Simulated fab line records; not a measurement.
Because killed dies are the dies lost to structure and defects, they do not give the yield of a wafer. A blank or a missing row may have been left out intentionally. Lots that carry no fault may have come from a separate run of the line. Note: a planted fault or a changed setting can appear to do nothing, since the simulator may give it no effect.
A lot that was struck, set against a sound lot | flow sky130 | 22 out of 708 route steps
Sound: these wafers, L220.1, L220.2, L220.4. Struck: wafers L224.2, L224.3, L224.6. Last of all comes the cause.
Per side, at each step with rows, come the tool, then ch with its chambers, and then its first start. Under that, the readings that differ: sound wafers | struck wafers | difference of the means | sigmas: that difference in standard deviations of wafers without a fault.
alike: a reading whose means differ by less than 2 such deviations, as well as words and numbers matching on both sides. not compared: withheld readings; readings where some wafer has no value; bounds like >300 that might hide an equal value; numbers whose values overlap and for which the record gives no deviation.
The two part at a step that has a row with sigmas, a row that says differs or no value, or rows on one side only. Numbers that have no deviation but don't overlap get no sigmas and don't part them. A reading missing from all wafers of one side parts the sides only when that side holds two or more wafers.

first, 1 step without rows for these wafers: SKY_CAPM_DEVELOP_11 (develop time 60 s).
SKY_CAPM_OVL_MEAS_12:
  sound on overlay-02 at day 39 21:37; struck on overlay-01 at day 41 17:35
  alike: CAPM_OVL
SKY_CAPM_METAL_ETCH_13: etches TiN in Cl2/BCl3, stops on SiO2, target depth 220 nm, time 62.9 s.
  sound on rieMetal-02 ch 0,1, day 39 21:39; struck on rieMetal-01 ch 0, day 41 17:37
  alike: drypumpMotorCurrentA, heBacksideLeakSccm, oesProductAu, throttleValvePct
  not compared: rfHoursCounterH
SKY_CAPM_STRIP_14: strips in O2/N2.
  sound on plasmaAsher-01 ch 0,1, day 39 21:43; struck on plasmaAsher-01 ch 1, day 41 17:42
  alike: drypumpMotorCurrentA, oesProductAu, stripTimeToEndpointS
  not compared: rfHoursCounterH
then, 8 steps without rows for these wafers: SKY_CAPM_STRIP_15 (strips in post etch residue remover, time 1200 s); SKY_CAPM_CLEAN_16 (cleans in IPA, time 180 s); SKY_CAPM_CLEAN_17 (cleans in O3/DIW); SKY_METAL3_DEHYDRATE_05 (time 60 s); SKY_METAL3_HMDS_06 (prime time 60 s); SKY_METAL3_COAT_07 (resist thk 60 nm); SKY_METAL3_COAT_08 (resist thk 1140 nm); SKY_METAL3_SOFTBAKE_09 (time 90 s).
SKY_METAL3_EXPOSE_10: exposes mask MM3, target cd 300 nm.
  sound on krfScanner-02 ch 0, day 40 11:19; struck on krfScanner-02 ch 0, day 42 05:25
reading           | sound                | struck               | difference | sigmas
exposureDoseMJCm2 | 27.991 28.026 27.998 | 20.684 20.633 20.696 | -7.334     | -99 or more
  alike: mask
then, 2 steps without rows for these wafers: SKY_METAL3_PEB_11; SKY_METAL3_DEVELOP_12 (develop time 60 s).
SKY_METAL3_CD_MEAS_13: target cd 300 nm.
  sound on cdSem-01 at day 40 22:35; struck on cdSem-01 at day 42 17:44
reading   | sound             | struck            | difference | sigmas
cdNm (nm) | 300.9 300.5 300.3 | 354.3 355.7 354.8 | +54.4      | +36
SKY_METAL3_OVL_MEAS_14:
  sound on overlay-01 at day 40 22:43; struck on overlay-01 at day 42 17:50
  alike: METAL3_OVL
SKY_METAL3_DESCUM_15: chemistry O2, time 8 s.
  sound on rieMetal-03 ch 0,1, day 40 22:44; struck on rieMetal-03 ch 0, day 42 17:52
reading                | sound           | struck          | difference | sigmas
model.METAL3.cdNm (nm) | 301 300.2 300.5 | 354.9 356 354.4 | +54.5      | 
  alike: drypumpMotorCurrentA, heBacksideLeakSccm, oesProductAu
  not compared: rfHoursCounterH
SKY_METAL3_ETCH_16: etches BARC in N2/H2, stops on SiO2, time 88.2 s, target depth 60 nm.
  sound on rieMetal-03 ch 0,1, day 40 22:46; struck on rieMetal-03 ch 0, day 42 17:54
  alike: drypumpMotorCurrentA, heBacksideLeakSccm, oesProductAu, throttleValvePct
  not compared: rfHoursCounterH
SKY_METAL3_ETCH_17: etches SiO2 in C4F8/O2/Ar, stops on TiN, time 3.9 s, target depth 15 nm.
  sound on rieDiel-02 ch 0,1,2, day 40 22:52; struck on rieDiel-02 ch 1,2, day 42 18:00
  alike: oesProductAu
SKY_METAL3_METAL_ETCH_18: etches the open film in Cl2/BCl3, stops on SiO2, target depth 845 nm, time 183.1 s.
  sound on rieMetal-01 ch 0,1, day 40 22:53; struck on rieMetal-03 ch 0,1, day 42 18:01
reading                | sound             | struck          | difference | sigmas
model.METAL3.cdNm (nm) | 298.1 295.5 297.1 | 347.7 350 345.9 | +51.0      | 
  alike: drypumpMotorCurrentA, heBacksideLeakSccm, oesProductAu, throttleValvePct
  not compared: rfHoursCounterH
SKY_METAL3_STRIP_19: strips in O2/N2.
  sound on plasmaAsher-04 ch 0,1, day 40 23:04; struck on plasmaAsher-01 ch 0,1, day 42 18:11
  alike: drypumpMotorCurrentA, oesProductAu, stripTimeToEndpointS
  not compared: rfHoursCounterH

== WHERE THEY PART ==
Earliest at SKY_METAL3_EXPOSE_10; latest, in this record, at SKY_METAL3_CD_MEAS_13. Later steps at which nothing parts them and some readings are alike: SKY_METAL3_OVL_MEAS_14, SKY_METAL3_DESCUM_15, SKY_METAL3_ETCH_16, SKY_METAL3_ETCH_17, SKY_METAL3_METAL_ETCH_18, SKY_METAL3_STRIP_19.

WHY: what had been put in by the simulator
Process parameter drift: krfScanner-02, from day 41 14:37 on, at SKY_METAL3_EXPOSE_10. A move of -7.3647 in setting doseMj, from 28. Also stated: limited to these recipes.
